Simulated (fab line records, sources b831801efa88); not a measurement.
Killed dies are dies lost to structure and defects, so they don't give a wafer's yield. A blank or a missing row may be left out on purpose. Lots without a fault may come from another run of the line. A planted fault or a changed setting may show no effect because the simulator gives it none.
A struck lot beside a sound one | flow sky130 | 15 steps out of a route of 708
Sound: wafers L271.3, L271.4, L271.6. Struck: wafers L282.3, L282.4, L282.6. The cause comes at the end.
At each step with rows: each side's tool, then ch and its chambers, then its first start. Under that, the readings that differ: sound wafers | struck wafers | difference of the means | sigmas: that difference in standard deviations of wafers without a fault.
alike: readings whose means differ by less than 2 such deviations, and words and numbers that are the same on both sides. not compared: withheld readings, readings that some wafer has no value for, bounds like >300 that may hide the same value, and numbers for which the record gives no deviation and whose values overlap.
The two part at a step that has a row with sigmas, a row that says differs or no value, or rows on one side only. Numbers that don't overlap but have no deviation are shown without sigmas and don't part them. A reading that every wafer of one side lacks parts them only if that side has two wafers or more.

first, 5 steps without rows for these wafers: SKY_LI_CONTACT_COAT_07 (resist thk 450 nm); SKY_LI_CONTACT_SOFTBAKE_08 (time 90 s); SKY_LI_CONTACT_EXPOSE_09 (exposes mask LICM1, target cd 170 nm); SKY_LI_CONTACT_PEB_10; SKY_LI_CONTACT_DEVELOP_11 (develop time 60 s).
SKY_LI_CONTACT_CD_MEAS_12: target cd 170 nm.
  sound on cd_sem-01, day 29 21:19; struck on cd_sem-01, day 34 00:46
  reading    | sound             | struck            | difference | sigmas
  cd_nm (nm) | 168.1 167.2 169.8 | 172.5 172.0 170.9 | +3.4       | +2
SKY_LI_CONTACT_OVL_MEAS_13:
  sound on overlay-01, day 29 21:25; struck on overlay-02, day 34 00:52
  alike: LI_CONTACT_OVL
SKY_LI_CONTACT_ETCH_14: etches BARC in N2/H2, stops on SiO2, time 45.9 s, target depth 60 nm.
  sound on rie_diel-01 ch 1,2, day 29 21:26; struck on rie_diel-01 ch 2,3, day 34 00:53
  alike: drypump_motor_current_A, oes_product_au, throttle_valve_pct
  not compared: rf_hours_counter_h
SKY_LI_CONTACT_ETCH_15: etches PSG in C4F8/O2/Ar, stops on Si, target depth 600 nm.
  sound on rie_diel-01 ch 1,2, day 29 21:28; struck on rie_diel-01 ch 2,3, day 34 00:55
  alike: oes_product_au
SKY_LI_CONTACT_STRIP_16: strips in O2/N2.
  sound on plasma_asher-04 ch 0,1, day 29 21:35; struck on plasma_asher-01 ch 0,1, day 34 01:02
  alike: drypump_motor_current_A, o2_flow_sccm, oes_product_au, strip_time_to_endpoint_s
  not compared: rf_hours_counter_h
then, 2 steps without rows for these wafers: SKY_LI_CONTACT_CLEAN_17 (cleans in NMP, time 600 s); SKY_LI_CONTACT_PRE_CLEAN_18 (time 5.6 s).
SKY_LI_CONTACT_SPUTTER_19: material Ti, target thk 20 nm, time 106.37 s.
  sound on pvd_sputter-01, day 29 21:51; struck on pvd_sputter-01, day 34 01:19
  reading                                       | sound             | struck            | difference | sigmas
  chamber_pressure_pa (Pa)                      | 4.986 4.998 4.983 | 5.151 5.151 5.148 | +0.161     | +18
  model.Ti_of_LI_CONTACT_SPUTTER_19.thk_nm (nm) | 20.32 20.22 20.28 | 19.25 19.43 19.66 | -0.83      |
  alike: throttle_valve_pct
SKY_LI_CONTACT_SPUTTER_20: material TiN, target thk 20 nm, time 80 s.
  sound on pvd_sputter-01, day 29 21:56; struck on pvd_sputter-01, day 34 01:24
  alike: chamber_pressure_pa, throttle_valve_pct
-- the record jumps here: 15 days lie between the struck wafers' starts before and after (it left off in module LI_CONTACT and takes up again in module PAD_OPEN, whose first step shown is number 708 of the route) --
SKY_PAD_OPEN_PROBE_99:
  sound on prober-01, day 46 07:41; struck on prober-02, day 49 05:10
  alike: killed_at_M0_to_M3, killed_at_M4_up, killed_at_contacts, killed_at_front_end, killed_dies, killed_open, killed_short

WHERE THEY PART
First at SKY_LI_CONTACT_CD_MEAS_12; last, within this record, at SKY_LI_CONTACT_SPUTTER_19. Later steps at which nothing parts them and some readings are alike: SKY_LI_CONTACT_SPUTTER_20, SKY_PAD_OPEN_PROBE_99.

WHY: what the simulator had put in
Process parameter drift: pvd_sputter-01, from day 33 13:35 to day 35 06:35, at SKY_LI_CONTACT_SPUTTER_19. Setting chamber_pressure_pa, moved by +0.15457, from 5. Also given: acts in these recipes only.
